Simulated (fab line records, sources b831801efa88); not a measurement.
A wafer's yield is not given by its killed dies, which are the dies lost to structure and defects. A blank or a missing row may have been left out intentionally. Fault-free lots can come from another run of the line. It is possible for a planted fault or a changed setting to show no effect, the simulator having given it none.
Comparing a struck lot with a sound one | flow sky130 | 14 out of 708 route steps
Sound: wafers L728.4, L728.5, L728.6. Wafers struck: L721.2, L721.3. At the end, the cause is stated.
For every step that has rows: the tool of each side, followed by ch and its chambers, followed by its first start. Under that, the readings that differ: sound wafers | struck wafers | difference of the means | sigmas: that difference in standard deviations of wafers without a fault.
alike: same words and numbers on both sides, and readings whose means sit less than 2 such deviations apart. not compared: any withheld reading, any reading some wafer has no value for, any bound like >300 that may hide the same value, and any number with overlapping values for which the record gives no deviation.
The two part at a step that has a row with sigmas, a row that says differs or no value, or rows on one side only. Non-overlapping numbers with no deviation appear without sigmas and do not part them. A reading that every wafer of one side lacks parts them only if that side has two wafers or more.

first, 1 step without rows for these wafers: SKY_CAP2M_DEVELOP_11 (develop time 60 s).
SKY_CAP2M_OVL_MEAS_12:
  struck on overlay-02, day 44 04:44; sound on overlay-01, day 45 10:18
  alike: CAP2M_OVL
SKY_CAP2M_METAL_ETCH_13: etches TiN in Cl2/BCl3, stops on SiO2, target depth 220 nm, time 62.9 s.
  sound on rie metal-01 ch 0,1, day 45 10:21; struck on rie metal-01 ch 1, day 44 04:46
  alike: bias w, drypump motor current A, oes product au, throttle valve pct
  not compared: rf hours counter h
SKY_CAP2M_STRIP_14: strips in O2/N2.
  sound on plasma asher-02 ch 0,1, day 45 10:26; struck on plasma asher-02 ch 0,1, day 44 04:50
  alike: drypump motor current A, oes product au, strip time to endpoint s
  not compared: rf hours counter h
then, 8 steps without rows for these wafers: SKY_CAP2M_STRIP_15 (strips in post etch residue remover, time 1200 s); SKY_CAP2M_CLEAN_16 (cleans in IPA, time 180 s); SKY_CAP2M_CLEAN_17 (cleans in O3/DIW); SKY_METAL4_DEHYDRATE_05 (time 60 s); SKY_METAL4_HMDS_06 (prime time 60 s); SKY_METAL4_COAT_07 (resist thk 60 nm); SKY_METAL4_COAT_08 (resist thk 1140 nm); SKY_METAL4_SOFTBAKE_09 (time 90 s).
SKY_METAL4_EXPOSE_10: exposes mask MM4, target cd 300 nm.
  struck on krf scanner-01, day 44 16:59; sound on krf scanner-01 ch 0, day 45 21:40
  no value came back on the struck wafers for exposure dose mJ cm2, focus offset nm (nm); on the sound wafers exposure dose mJ cm2 reads 28.040 28.017 27.989
  alike: mask
following that, these wafers have no rows for 1 step: SKY_METAL4_PEB_11.

WHERE THEY PART
Within this record, at SKY_METAL4_EXPOSE_10 only.

WHY: whatever the simulator had introduced
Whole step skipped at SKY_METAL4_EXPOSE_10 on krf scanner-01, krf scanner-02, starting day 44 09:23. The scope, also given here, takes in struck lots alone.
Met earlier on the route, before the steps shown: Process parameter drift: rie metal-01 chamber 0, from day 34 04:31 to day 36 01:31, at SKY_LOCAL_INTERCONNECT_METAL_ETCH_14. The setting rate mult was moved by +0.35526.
